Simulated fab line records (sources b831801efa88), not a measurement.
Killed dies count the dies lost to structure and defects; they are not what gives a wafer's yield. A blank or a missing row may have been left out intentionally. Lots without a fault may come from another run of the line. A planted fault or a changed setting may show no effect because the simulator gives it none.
Problem report in the 8D (eight disciplines) form, filled by code ; flow gf180mcu ; the parts of the form that need people (team, actions taken, sign-off) are left out

== 1. THE PROBLEM ==
Wafers without a fault read 20.99 C, standard deviation 0.095; developer_temp_C at GF_M3_DEVELOP_13 reads a mean of 20.04 C on 6 wafers belonging to 2 lots. That puts it -10 standard deviations away from the usual mean.
The step: develop time 60 s.
First observed at day 26 20:22: wafer L129.1, on litho_track-01. Wafers with a number at this step in the record: 42, from 14 lots. Rule for "out" (also "out of limits"): further than 4 standard deviations from the usual mean. The rest of the wafers with a number are treated as sound.

== 2. WHAT IT IS, AND WHAT IT ISN'T ==
question;is;is not
which readings at this step;developer_temp_C;-
which lots;L129, L130;L113, L115, L116, L117, L119, L120, L121, L131, L132, L133, L135, L136
which wafers of those lots;all that have a number;-
read on which tools;litho_track-01;litho_track-03, litho_track-04
when;from day 26 20:22;"up to then (21 sound wafers); but 15 sound wafers of L131, L132, L133, L135, L136 came after"

== 3. SUSPECTS, AND WHAT RULES EACH OUT ==
Counting: a tool at any process step up to the reading remains a suspect when it ran all the lots that are out and ran no sound lot after the first of those.
- pvd_sputter-04 at GF_M2_SPUTTER_03 (material Ti, target thk 10 nm, time 6.7 s): ruled out as a lasting fault. Sound lots L135 ran on it after its first lot that is out, L129 (day 24 01:11).
- litho_track-01 at GF_M3_DEVELOP_13 (develop time 60 s): kept. All lots that are out passed through it, beginning with L129 at day 26 20:22, and no sound lot followed; its final sound lot before that point was L120 at day 24 01:53. On those wafers its own readings are out: developer_temp_C.
The count leaves litho_track-01 at GF_M3_DEVELOP_13.

== 4. THE CAUSE (what the simulator had put in) ==
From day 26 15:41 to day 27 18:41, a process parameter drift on litho_track-01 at GF_M3_DEVELOP_13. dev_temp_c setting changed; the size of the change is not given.
The count eliminated every tool but this one.

== 5. THE EFFECT CHAIN, in route order ==
Each row: a reading where the mean over the struck wafers with a number is more than 3 standard deviations away from the usual. Scope: only readings with a usual standard deviation given in the record; hours: median across lots of the time from each lot's start at the first step in this table that gives one to its start at this step; sigmas: change in usual standard deviations.
hours;step;reading;usual;on struck wafers;change;sigmas
0;GF_M3_DEVELOP_13;developer_temp_C;20.99 C;20.04;-0.95;-10
Here are the process steps it includes:
- GF_M3_DEVELOP_13: develop time 60 s.
Later steps that measure or inspect, where all struck wafers having a row at the step show a number for every such reading and not one has moved that far: GF_V3_OVL_MEAS_15.

== 6. WHAT WOULD HAVE CAUGHT IT SOONER ==
First out-of-limits reading in this record: day 26 20:22, which is 5 hours after fault onset at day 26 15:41.
